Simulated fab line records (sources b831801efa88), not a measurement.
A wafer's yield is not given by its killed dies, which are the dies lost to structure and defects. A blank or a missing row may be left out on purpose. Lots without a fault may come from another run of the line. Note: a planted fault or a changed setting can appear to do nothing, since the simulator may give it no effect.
fab line records + flow sky130
[record]
- lots = 4
- wafers = 12
- lastDay = 50
route steps=708 shown VIA3@593 METAL4@598 CAP2M@603 PAD_OPEN@708
lots that met no fault: from a run of the same line without faults
startH: start of the lot's first displayed wafer, in hours after the record's first day + waitH: hours from the lot's prior step to this one + " repeats the value in the row above + L1.1+2: several wafers, shown together as one row + - either no value or no given start + * or withheld: withheld + < > ~ a bound
route shown NAME@n: NAME is a module with steps in the file, n the number in the route of the first one + usual: mean/standard deviation taken from wafers without a fault + same: alike in all rows + chamber/n: place in a boat + sites: per-site readings + _std_site: the values' standard deviation + _edge_site: outer sites' mean less inner sites' + radiusMm: for every site, how far away it sits from the centre of the wafer + mask NAME#n: copy n + behind: the most recent tool/chamber to have shaped the wafer + hold: why the lot was held/for how many hours/how that ended + device: names the non-switching transistor (n, p or np) + end of line: the route-end tests of the same wafers + a step given without rows: its recipe and nothing more + killed: not the wafer's yield, but the dies lost to structure and defects at the first sort + map: a wafer's dies, marking killed ones x, the rest . and places with no die _
set.NAME: the setting as run; set.NAME@STEP: as run at that earlier step + model.NAME: the simulator's own value behind a step, which no gauge read
lots at some steps of the route; a table a step, a row a wafer
services: when a tool's chamber went out of use (startH, in hours from the record's first day, below 0 if earlier), for how many hours, and the reason
[[steps]]
[step SKY_VIA3_SPUTTER_20]
[recipe]
- material = TiN
- targetThkNm = 20
- chamberPressurePa = 5
- powerW = 4000
- timeS = 80
[step SKY_VIA3_CVD_21]
[recipe]
- material = W
- targetThkNm = 390
- timeS = 117.31
- tempC = 400
- pressureTorr = 40
[step SKY_VIA3_CMP_24]
[recipe]
- stopOn = SiO2
- tOverpolishS = 20
- downForcePsi = 3.5
- platenRpm = 60
- targetThkNm = 0
- padVelocityMS = 0.94248
[step SKY_METAL4_SPUTTER_00]
[recipe]
- material = Ti
- targetThkNm = 15
- powerW = 3000
- timeS = 10
- chamberPressurePa = 0.4
[step SKY_METAL4_SPUTTER_01]
[recipe]
- material = TiN
- targetThkNm = 20
- powerW = 6500
- timeS = 16.7
- chamberPressurePa = 0.4
[step SKY_METAL4_SPUTTER_02]
[recipe]
- material = AlCu
- targetThkNm = 735
- powerW = 10600
- timeS = 39.1
- chamberPressurePa = 0.4
[step SKY_METAL4_SPUTTER_03]
[recipe]
- material = Ti
- targetThkNm = 5
- powerW = 3000
- timeS = 3.3
- chamberPressurePa = 0.4
[step SKY_METAL4_SPUTTER_04]
[recipe]
- material = TiN
- targetThkNm = 70
- powerW = 6500
- timeS = 58.3
- chamberPressurePa = 0.4
[step SKY_CAP2M_CVD_00]
[recipe]
- material = SiO2
- targetThkNm = 15.5
- tempC = 400
- timeS = withheld
- rfW = 450
[step SKY_CAP2M_SPUTTER_02]
[recipe]
- material = TiN
- targetThkNm = 200
- tempC = 300
- powerW = 6500
- timeS = 166.7
- chamberPressurePa = 0.4
[usual]
- susceptorTempC = 300.00/0.21
- throttleValvePct = 29.9/1
| lot.wafer | tool          | chamber | startH  | waitH | susceptorTempC | throttleValvePct | model.TiN_of_CAP2M_SPUTTER_02.thkNm |
|-----------|---------------|---------|---------|-------|----------------|------------------|-------------------------------------|
| L510.2    | pvdSputter-04 | -       | 979.13  | 0.0   | 300.35         | 29.1             | 198.1                               |
| L510.4    | "             | -       | "       | "     | 300.64         | 29.6             | 198.9                               |
| L510.6    | "             | -       | "       | "     | 299.73         | 28.7             | 195.9                               |
| L520.3    | pvdSputter-02 | -       | 1039.58 | 0.0   | 300.02         | 30.6             | 198                                 |
| L520.5    | "             | -       | "       | "     | 299.85         | 30.9             | 198.3                               |
| L520.6    | "             | -       | "       | "     | 300.09         | 30.1             | 199.3                               |
| L526.1    | pvdSputter-04 | -       | 1079.05 | 0.1   | 300.21         | 30.6             | 208.7                               |
| L526.3    | "             | -       | "       | "     | 300.17         | 29.7             | 207.5                               |
| L526.5    | "             | -       | "       | "     | 299.97         | 28.8             | 206.3                               |
| L527.1    | pvdSputter-04 | -       | 1081.41 | 0.1   | 300.15         | 29.3             | 206.9                               |
| L527.4    | "             | -       | "       | "     | 300.20         | 30.5             | 207.7                               |
| L527.5    | "             | -       | "       | "     | 299.99         | 28.8             | 204.8                               |
[step SKY_CAP2M_RS_MEAS_03]
[recipe]
- thkMeasGauge = four-point-probe
- reads = TiN_of_CAP2M_SPUTTER_02
[usual]
- CAP2M_TIN_RS = 6.91/0.069
| lot.wafer | tool         | chamber | startH  | waitH | CAP2M_TIN_RS[ohm/sq] |
|-----------|--------------|---------|---------|-------|----------------------|
| L510.2    | filmMetro-03 | -       | 979.26  | 0.1   | 6.98                 |
| L510.4    | "            | -       | "       | "     | 6.96                 |
| L510.6    | "            | -       | "       | "     | 7.07                 |
| L520.3    | filmMetro-01 | -       | 1039.73 | 0.1   | 6.99                 |
| L520.5    | "            | -       | "       | "     | 6.97                 |
| L520.6    | "            | -       | "       | "     | 6.94                 |
| L526.1    | filmMetro-03 | -       | 1079.16 | 0.1   | 6.62                 |
| L526.3    | "            | -       | "       | "     | 6.66                 |
| L526.5    | "            | -       | "       | "     | 6.70                 |
| L527.1    | filmMetro-02 | -       | 1081.52 | 0.1   | 6.67                 |
| L527.4    | "            | -       | "       | "     | 6.64                 |
| L527.5    | "            | -       | "       | "     | 6.75                 |
[step SKY_CAP2M_THK_MEAS_04]
[recipe]
- thkMeasGauge = xrf
- reads = TiN_of_CAP2M_SPUTTER_02
[usual]
- CAP2M_TIN_THK = 203.3/2.3
| lot.wafer | tool         | chamber | startH  | waitH | CAP2M_TIN_THK[nm] |
|-----------|--------------|---------|---------|-------|-------------------|
| L510.2    | filmMetro-03 | -       | 979.37  | 0.1   | 201.9             |
| L510.4    | "            | -       | "       | "     | 202.7             |
| L510.6    | "            | -       | "       | "     | 200.2             |
| L520.3    | filmMetro-01 | -       | 1039.83 | 0.1   | 202.5             |
| L520.5    | "            | -       | "       | "     | 203.0             |
| L520.6    | "            | -       | "       | "     | 203.7             |
| L526.1    | filmMetro-03 | -       | 1079.28 | 0.1   | 211.1             |
| L526.3    | "            | -       | "       | "     | 209.6             |
| L526.5    | "            | -       | "       | "     | 208.5             |
| L527.1    | filmMetro-02 | -       | 1081.64 | 0.1   | 211.0             |
| L527.4    | "            | -       | "       | "     | 211.3             |
| L527.5    | "            | -       | "       | "     | 208.4             |
[step SKY_CAP2M_DEHYDRATE_05]
[recipe]
- tempC = 200
- timeS = 60
[step SKY_CAP2M_HMDS_06]
[recipe]
- primeTimeS = 60
- primeTempC = 120
[step SKY_CAP2M_COAT_07]
[recipe]
- resist = NOVOLAK
- spinRpm = 3000
- resistThkNm = 1140
[step SKY_CAP2M_SOFTBAKE_08]
[recipe]
- tempC = 90
- timeS = 60
- resist = NOVOLAK
[step SKY_CAP2M_EXPOSE_09]
[recipe]
- maskId = CAP2M
- na = 0.6
- sourceShape = conventional
- sigmaOuter = 0.6
- polarization = unpolarized
- targetCdNm = 1000
- doseMj = 159
[step SKY_CAP2M_PEB_10]
[recipe]
- tempC = withheld
- timeS = *
- resist = NOVOLAK
[step SKY_CAP2M_DEVELOP_11]
[recipe]
- resist = NOVOLAK
- developer = TMAH
- developTimeS = 60
- devTempC = 23
[step SKY_CAP2M_METAL_ETCH_13]
[recipe]
- targetDepthNm = 220
- stopOn = SiO2
- chemistry = Cl2/BCl3
- target = TiN
- pressureMtorr = 10
- icpW = 900
- biasW = 47.83
- Cl2_flow_sccm = 60
- bcl3FlowSccm = 30
- timeS = 62.9
[usual]
- drypumpMotorCurrentA = 5.8/0.33
- heBacksideLeakSccm = 3.6/0.45
- mfcCl2Sccm = 60.02/0.16
- oesProductAu = 0.941/0.0064
- throttleValvePct = 21.901/0.0098
| lot.wafer | tool        | chamber | startH  | waitH | drypumpMotorCurrentA | heBacksideLeakSccm | mfcCl2Sccm | oesProductAu | rfHoursCounterH | throttleValvePct | model.CAP2M.featureDepthNm | model.etch.depthNm |
|-----------|-------------|---------|---------|-------|----------------------|--------------------|------------|--------------|-----------------|------------------|----------------------------|--------------------|
| L510.2    | rieMetal-02 | 0       | 1001.81 | 0.0   | 6.8                  | 3.4                | 59.97      | 0.932        | 15              | 21.903           | 198.1                      | 198.1              |
| L510.4    | "           | 0       | "       | "     | 6.7                  | 3.4                | 59.97      | 0.941        | -               | 21.910           | 198.9                      | 198.9              |
| L510.6    | "           | 1       | "       | "     | 5.7                  | 3.0                | 59.76      | 0.943        | -               | 21.897           | 195.9                      | 195.9              |
| L520.3    | rieMetal-04 | 1       | 1061.69 | 0.0   | 6.0                  | 3.4                | 60.28      | 0.938        | -               | 21.905           | 198                        | 198                |
| L520.5    | "           | 1       | "       | "     | 6.1                  | 3.5                | 60.03      | 0.934        | -               | 21.900           | 198.3                      | 198.3              |
| L520.6    | "           | 0       | "       | "     | 5.3                  | 3.7                | 60.26      | 0.938        | -               | 21.897           | 199.3                      | 199.3              |
| L526.1    | rieMetal-01 | 1       | 1099.71 | 0.0   | 5.7                  | 3.6                | 60.39      | 0.960        | 11              | 21.898           | 208.7                      | 208.7              |
| L526.3    | "           | 1       | "       | "     | 5.7                  | 3.5                | 59.88      | 0.969        | -               | 21.882           | 207.5                      | 207.5              |
| L526.5    | "           | 1       | "       | "     | 5.7                  | 3.5                | 60.13      | 0.959        | -               | 21.901           | 206.3                      | 206.3              |
| L527.1    | rieMetal-04 | 0       | 1101.76 | 0.0   | 5.3                  | 3.5                | 59.90      | 0.957        | 24              | 21.883           | 206.9                      | 206.9              |
| L527.4    | "           | 1       | "       | "     | 6.1                  | 3.6                | 59.93      | 0.961        | -               | 21.884           | 207.7                      | 207.7              |
| L527.5    | "           | 0       | "       | "     | 5.3                  | 3.5                | 60.12      | 0.948        | -               | 21.899           | 204.8                      | 204.8              |
[step SKY_CAP2M_STRIP_14]
[recipe]
- chemistry = O2/N2
- powerW = 1400
- pressureMtorr = 1500
- platenTempC = withheld
- o2FlowSccm = 3000
- n2FlowSccm = 300
- overashFraction = 0.5
[step SKY_CAP2M_STRIP_15]
[recipe]
- chemistry = postEtchResidueRemover
- timeS = 1200
- tempC = 72.5
[step SKY_CAP2M_CLEAN_16]
[recipe]
- chemistry = IPA
- timeS = 180
- tempC = 25
[step SKY_CAP2M_CLEAN_17]
[recipe]
- chemistry = O3/DIW
- dry = n2Spin
[step SKY_METAL4_DEHYDRATE_05]
[recipe]
- tempC = 200
- timeS = 60
[step SKY_METAL4_HMDS_06]
[recipe]
- primeTimeS = 60
- primeTempC = 120
[step SKY_METAL4_COAT_07]
[recipe]
- resist = BARC
- tempC = withheld
- timeS = withheld
- spinRpm = 3000
- resistThkNm = 60
[step SKY_METAL4_COAT_08]
[recipe]
- resist = KrF-thick
- spinRpm = 3000
- resistThkNm = 1140
[step SKY_METAL4_SOFTBAKE_09]
[recipe]
- tempC = 100
- timeS = 90
- resist = KrF-thick
[step SKY_METAL4_EXPOSE_10]
[recipe]
- maskId = MM4
- na = 0.68
- sourceShape = annular
- sigmaInner = 0.4
- sigmaOuter = 0.8
- targetCdNm = 300
- doseMj = 28
[step SKY_METAL4_PEB_11]
[recipe]
- pebTempC = withheld
- pebTimeS = withheld
- resist = KrF-thick
[step SKY_METAL4_DEVELOP_12]
[recipe]
- developTimeS = 60
- resist = KrF-thick
- devTempC = 21
[step SKY_METAL4_DESCUM_15]
[recipe]
- chemistry = O2
- sourcePowerW = 150
- biasPowerW = 0
- pressureMtorr = 10
- tempC = 40
- timeS = 8
[step SKY_METAL4_ETCH_16]
[recipe]
- chemistry = N2/H2
- target = BARC
- ionEnergyEv = 200
- biasW = 100
- pressureMtorr = 30
- n2FlowSccm = 100
- h2FlowSccm = 200
- icpW = 500
- stopOn = SiO2
- timeS = 88.2
- targetDepthA = 600
[step SKY_METAL4_ETCH_17]
[recipe]
- target = SiO2
- stopOn = TiN
- chemistry = C4F8/O2/Ar
- sourceW = 1500
- biasW = 1200
- pressureMtorr = 40
- c4f8FlowSccm = withheld
- O2_flow_sccm = 6
- Ar_flow_sccm = 300
- timeS = 3.9
- targetDepthA = 150
[step SKY_METAL4_METAL_ETCH_18]
[recipe]
- targetDepthA = 8450
- stopOn = SiO2
- overEtchFrac = 0.3
- timeS = 183.1
- chemistry = Cl2/BCl3
- resistSidewallDeg = 88
- pressureMtorr = 10
- icpW = 900
- biasW = 48.5
- Cl2_flow_sccm = 60
- bcl3FlowSccm = 30
[step SKY_METAL4_STRIP_20]
[recipe]
- chemistry = postEtchResidueRemover
- timeS = 1200
- tempC = 72.5
| lot.wafer | tool        | chamber | startH  | waitH | model.TiN_of_CAP2M_SPUTTER_02.thkNm |
|-----------|-------------|---------|---------|-------|-------------------------------------|
| L510.2    | wetBench-04 | 3       | 1024.59 | 0.1   | 197.3                               |
| L510.4    | "           | 3       | "       | "     | 198                                 |
| L510.6    | "           | 3       | "       | "     | 195                                 |
| L520.3    | wetBench-01 | 3       | 1084.25 | 0.0   | 197.1                               |
| L520.5    | "           | 3       | "       | "     | 197.5                               |
| L520.6    | "           | 3       | "       | "     | 198.4                               |
| L526.1    | wetBench-04 | 0       | 1121.09 | 0.1   | 207.8                               |
| L526.3    | "           | 0       | "       | "     | 206.7                               |
| L526.5    | "           | 0       | "       | "     | 205.4                               |
| L527.1    | wetBench-03 | 0       | 1122.97 | 0.1   | 206.1                               |
| L527.4    | "           | 0       | "       | "     | 206.9                               |
| L527.5    | "           | 0       | "       | "     | 203.9                               |
[step SKY_PAD_OPEN_PROBE_99]
[usual]
- defectLimitedYield = 82.6/1.9
- killed_at_M0_to_M3 = 43/7.2
- killed_at_M4_up = 3.5/2
- killedAtContacts = 24/5.2
- killedAtFrontEnd = 15/4.4
- killedAtOther = 0.2/0.48
- killedDies = 85/9.4
- killedOpen = 46/7.3
- killedShort = 39/6.1
- sort_bin_3_pad_short = 0.8/0.37
- sort_bin_5_function = 10.2/1.4
- sort_bin_6_memory = 6.3/1.1
- sortNPass = 407/9.4
- sortYieldPct = 82.6/1.9
[same]
- grossDies = 492
- killedAtBackSide = 0
- sort_bin_4_leakage[%] = 0
- sort_bin_8_speed[%] = 0
| lot.wafer | tool      | chamber | startH  | waitH | defectLimitedYield[%] | killed_at_M0_to_M3 | killed_at_M4_up | killedAtContacts | killedAtFrontEnd | killedAtOther | killedDies | killedOpen | killedShort | sort_bin_3_pad_short[%] | sort_bin_5_function[%] | sort_bin_6_memory[%] | sortNPass | sortYieldPct[%] | model.etest.capMim2.plateOhmSq |
|-----------|-----------|---------|---------|-------|-----------------------|--------------------|-----------------|------------------|------------------|---------------|------------|------------|-------------|-------------------------|------------------------|----------------------|-----------|-----------------|--------------------------------|
| L510.4    | prober-01 | -       | 1116.23 | 0.2   | 77.0                  | 55                 | 5               | 34               | 17               | 2             | 113        | 55         | 54          | 1.0                     | 15.9                   | 6.1                  | 379       | 77.0            | 6.064                          |
| L510.6    | prober-01 | -       | 1116.33 | 0.2   | 83.7                  | 39                 | 3               | 21               | 17               | 0             | 80         | 46         | 33          | 0.6                     | 10.4                   | 5.3                  | 412       | 83.7            | 6.161                          |
| L520.3    | prober-02 | -       | 1165.16 | 0.2   | 80.9                  | 47                 | 1               | 27               | 19               | 0             | 94         | 52         | 41          | 1.2                     | 10.8                   | 7.1                  | 398       | 80.9            | 6.01                           |
| L520.5    | prober-02 | -       | 1165.26 | 0.2   | 85.2                  | 39                 | 1               | 16               | 16               | 1             | 73         | 41         | 31          | 0.6                     | 9.8                    | 4.5                  | 419       | 85.2            | 6.022                          |
| L520.6    | prober-02 | -       | 1165.31 | 0.2   | 80.5                  | 49                 | 1               | 40               | 6                | 0             | 96         | 53         | 43          | 1.0                     | 11.0                   | 7.5                  | 396       | 80.5            | 6.042                          |
| L526.1    | prober-01 | -       | 1197.68 | 0.1   | 83.3                  | 42                 | 6               | 22               | 12               | 0             | 82         | 44         | 38          | 1.0                     | 10.4                   | 5.3                  | 410       | 83.3            | 5.777                          |
| L526.3    | prober-01 | -       | 1197.78 | 0.2   | 84.8                  | 42                 | 4               | 21               | 8                | 0             | 75         | 36         | 39          | 0.8                     | 10.0                   | 4.5                  | 417       | 84.8            | 5.796                          |
| L526.5    | prober-01 | -       | 1197.88 | 0.2   | 82.7                  | 37                 | 3               | 24               | 20               | 1             | 85         | 46         | 39          | 0.6                     | 10.0                   | 6.7                  | 407       | 82.7            | 5.84                           |
| L527.1    | prober-02 | -       | 1199.04 | 0.1   | 80.3                  | 48                 | 2               | 25               | 22               | 0             | 97         | 48         | 49          | 1.4                     | 11.2                   | 7.1                  | 395       | 80.3            | 5.81                           |
| L527.4    | prober-02 | -       | 1199.19 | 0.2   | 80.1                  | 51                 | 2               | 26               | 18               | 1             | 98         | 40         | 55          | 2.0                     | 12.2                   | 5.7                  | 394       | 80.1            | 5.726                          |
| L527.5    | prober-02 | -       | 1199.24 | 0.2   | 85.2                  | 38                 | 1               | 17               | 17               | 0             | 73         | 39         | 34          | 0.8                     | 8.3                    | 5.7                  | 419       | 85.2            | 5.809                          |
// killed by level:class
L510.4 VIA1:geometricParticle:open=14 CONTACT:geometricParticle:open=11 LI_CONTACT:geometricParticle:open=9 VIA3:geometricParticle:open=8 VIA1:geometricParticle:short=7 CONTACT:geometricParticle:short=7 POLY_GATE:geometricParticle:short=6 METAL1:geometricParticle:short=6
L510.6 VIA2:geometricParticle:open=9 LI_CONTACT:geometricParticle:open=8 FIELD_ISO:geometricParticle:short=6 VIA3:geometricParticle:open=6 CONTACT:geometricParticle:short=6 VIA1:geometricParticle:open=6 LOCAL_INTERCONNECT:geometricParticle:short=4 METAL1:geometricParticle:short=4
L520.3 VIA1:geometricParticle:open=12 CONTACT:geometricParticle:open=11 FIELD_ISO:geometricParticle:open=6 METAL2:geometricParticle:short=6 VIA2:geometricParticle:open=6 LI_CONTACT:geometricParticle:open=5 LOCAL_INTERCONNECT:geometricParticle:short=5 VIA3:geometricParticle:open=5
L520.5 VIA1:geometricParticle:open=9 METAL1:geometricParticle:short=7 FIELD_ISO:geometricParticle:open=5 FIELD_ISO:geometricParticle:short=5 CONTACT:geometricParticle:open=5 METAL1:geometricParticle:open=5 CONTACT:geometricParticle:short=4 METAL2:geometricParticle:open=4
L520.6 CONTACT:geometricParticle:open=14 VIA1:geometricParticle:open=12 LI_CONTACT:geometricParticle:open=9 CONTACT:geometricParticle:short=9 METAL2:geometricParticle:short=8 VIA3:geometricParticle:open=6 VIA3:geometricParticle:short=6 LOCAL_INTERCONNECT:geometricParticle:short=5
L526.1 VIA1:geometricParticle:open=12 CONTACT:geometricParticle:open=8 METAL2:geometricParticle:short=7 VIA1:geometricParticle:short=6 VIA3:geometricParticle:open=5 LI_CONTACT:geometricParticle:open=5 VIA2:geometricParticle:open=5 METAL4:geometricParticle:short=5
L526.3 VIA1:geometricParticle:open=12 VIA1:geometricParticle:short=11 LI_CONTACT:geometricParticle:open=8 CONTACT:geometricParticle:open=7 FIELD_ISO:geometricParticle:short=4 METAL2:geometricParticle:short=4 METAL1:geometricParticle:short=4 METAL4:geometricParticle:short=4
L526.5 VIA1:geometricParticle:open=15 CONTACT:geometricParticle:open=8 POLY_GATE:geometricParticle:short=7 POLY_GATE:geometricParticle:open=7 LI_CONTACT:geometricParticle:open=7 METAL2:geometricParticle:short=6 CONTACT:geometricParticle:short=4 FIELD_ISO:geometricParticle:short=3
L527.1 POLY_GATE:geometricParticle:short=9 CONTACT:geometricParticle:short=9 VIA1:geometricParticle:open=9 CONTACT:geometricParticle:open=8 METAL2:geometricParticle:short=8 VIA1:geometricParticle:short=7 VIA2:geometricParticle:open=6 VIA3:geometricParticle:open=6
L527.4 VIA1:geometricParticle:open=8 VIA3:geometricParticle:open=8 CONTACT:geometricParticle:short=7 METAL1:geometricParticle:short=7 LI_CONTACT:geometricParticle:open=6 VIA2:geometricParticle:short=6 CONTACT:geometricParticle:open=6 VIA2:geometricParticle:open=6
L527.5 VIA2:geometricParticle:open=8 CONTACT:geometricParticle:open=7 POLY_GATE:geometricParticle:short=6 METAL2:geometricParticle:short=5 VIA1:geometricParticle:open=5 VIA3:geometricParticle:open=5 CONTACT:geometricParticle:short=4 METAL3:geometricParticle:short=4
[[services]]
| tool          | chamber | startH  | hours | kind                  |
|---------------|---------|---------|-------|-----------------------|
| pvdSputter-04 | -       | 961.59  | 1.0   | repair                |
| pvdSputter-04 | 0       | 968.50  | -     | consumableReplace:kit |
| pvdSputter-04 | 0       | 968.50  | 18.0  | scheduledDown         |
| pvdSputter-04 | 0       | 968.50  | 18.0  | ventCycle             |
| rieMetal-02   | 1       | 985.86  | 7.6   | repair                |
| pvdSputter-02 | -       | 1009.48 | 8.0   | repair                |
| rieMetal-02   | -       | 1048.05 | 2.8   | pm                    |
| pvdSputter-02 | 1       | 1062.23 | -     | consumableReplace:kit |
| pvdSputter-02 | 1       | 1062.23 | 18.0  | scheduledDown         |
| pvdSputter-02 | 1       | 1062.23 | 18.0  | ventCycle             |
| rieMetal-01   | 0       | 1076.67 | 5.7   | repair                |
| pvdSputter-04 | 3       | 1077.07 | -     | consumableReplace:kit |
| pvdSputter-04 | 3       | 1077.07 | 18.0  | scheduledDown         |
| pvdSputter-04 | 3       | 1077.07 | 18.0  | ventCycle             |
| rieMetal-01   | 0       | 1097.02 | 31.0  | repair                |
[[key]]
[firstSign]
- step = SKY_CAP2M_RS_MEAS_03
- reading = CAP2M_TIN_RS
- direction = down
- sigmas = 3.4
- usual = 6.91
- struck = 6.67
[effect]
- step = SKY_CAP2M_THK_MEAS_04
- reading = CAP2M_TIN_THK
- direction = up
- sigmas = 3
- usual = 203.3
- struck = 210.0
[effect]
- step = SKY_CAP2M_METAL_ETCH_13
- reading = oesProductAu
- direction = up
- sigmas = 2.8
- usual = 0.941
- struck = 0.959
[modelEffect]
- step = SKY_CAP2M_SPUTTER_02
- value = TiN_of_CAP2M_SPUTTER_02.thkNm
- without = 198.6
- struck = 207
[modelEffect]
- step = SKY_CAP2M_METAL_ETCH_13
- value = CAP2M.featureDepthNm
- without = 198.6
- struck = 207
[modelEffect]
- step = SKY_METAL4_STRIP_20
- value = TiN_of_CAP2M_SPUTTER_02.thkNm
- without = 197.8
- struck = 206.1
[modelEffect]
- step = SKY_PAD_OPEN_PROBE_99
- value = etest.capMim2.plateOhmSq
- without = 6.036
- struck = 5.793
metAt SKY_CAP2M_SPUTTER_02
struckWafers L526.1,L526.3,L526.5,L527.1,L527.4,L527.5
onsetBetween 979.13 1079.05
alsoFits time
[fault]
- kind = processParameterDrift
- tool = pvdSputter-04
- chamber = -
- onsetH = 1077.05
- steps = SKY_CAP2M_SPUTTER_02
- channel = timeS
- offset = *
- shape = step
- endH = 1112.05
- actsIn = *
- stated = *
